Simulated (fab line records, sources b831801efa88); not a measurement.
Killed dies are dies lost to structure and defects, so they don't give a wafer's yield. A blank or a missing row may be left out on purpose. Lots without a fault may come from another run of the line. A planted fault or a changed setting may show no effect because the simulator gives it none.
One fault seen from 2 desks | flow sky130 | each desk has only its own numbers; what lay behind them comes last

THE TOOL OWNER'S DESK: pvd_sputter-04
The tool's own readings at SKY_METAL2_SPUTTER_04 (material TiN, target thk 70 nm, time 58.3 s): means of the sampled wafers that have a number, for each lot that ran on this tool. A lot is out of limits, marked OUT, if its mean lies more than 4 standard deviations from the usual mean; the brackets give that distance.
Columns: A = throttle_valve_pct at SKY_METAL2_SPUTTER_04, usual 30.2 %
lot  | first seen here | A
L578 | day 35 04:46    | 30.1
L582 | day 37 03:55    | 30.3
L583 | day 37 05:05    | 29.4
L586 | day 37 15:28    | 30.1
This desk's finding: nothing out of limits on any of the 4 lots.

THE METROLOGY DESK
What the gauges read, lot by lot, whatever tool the lot ran on: means of the sampled wafers that have a number. A lot is out of limits, marked OUT, if its mean lies more than 4 standard deviations from the usual mean; the brackets give that distance.
Columns: A = VIA1_W_RS at SKY_VIA1_RS_MEAS_22, usual 0.430 ohm/sq; B = VIA1_W_THK at SKY_VIA1_THK_MEAS_23, usual 268 nm; C = METAL2_ALCU_RS at SKY_METAL2_RS_MEAS_05, usual 0.1270 ohm/sq; D = METAL2_ALCU_THK at SKY_METAL2_THK_MEAS_06, usual 247 nm; E = cd_nm at SKY_METAL2_CD_MEAS_15, usual 140.0 nm; F = METAL2_OVL at SKY_METAL2_OVL_MEAS_16, usual 0 nm
lot  | first seen here | A     | B   | C      | D   | E     | F
L576 | day 35 03:13    | 0.439 | 261 | 0.1268 | 246 | 139.2 | 4
L578 | day 35 04:12    | 0.424 | 271 | 0.1268 | 247 | 139.7 | 4
L582 | day 37 03:23    | 0.426 | 270 | 0.1248 | 255 | 137.5 | -1
L583 | day 37 04:32    | 0.436 | 263 | 0.1279 | 248 | 141.4 | 3
L586 | day 37 14:58    | 0.427 | 269 | 0.1273 | 250 | 137.3 | 1
L595 | day 40 07:25    | 0.437 | 264 | 0.1270 | 246 | 138.8 | -1
L597 | day 40 22:01    | 0.433 | 269 | 0.1271 | 243 | 139.1 | 12
This desk's finding: nothing out of limits on any of the 7 lots.

PUT TOGETHER
The tool owner's desk saw nothing out of limits.
The metrology desk saw nothing out of limits.

WHAT THE SIMULATOR HAD PUT IN
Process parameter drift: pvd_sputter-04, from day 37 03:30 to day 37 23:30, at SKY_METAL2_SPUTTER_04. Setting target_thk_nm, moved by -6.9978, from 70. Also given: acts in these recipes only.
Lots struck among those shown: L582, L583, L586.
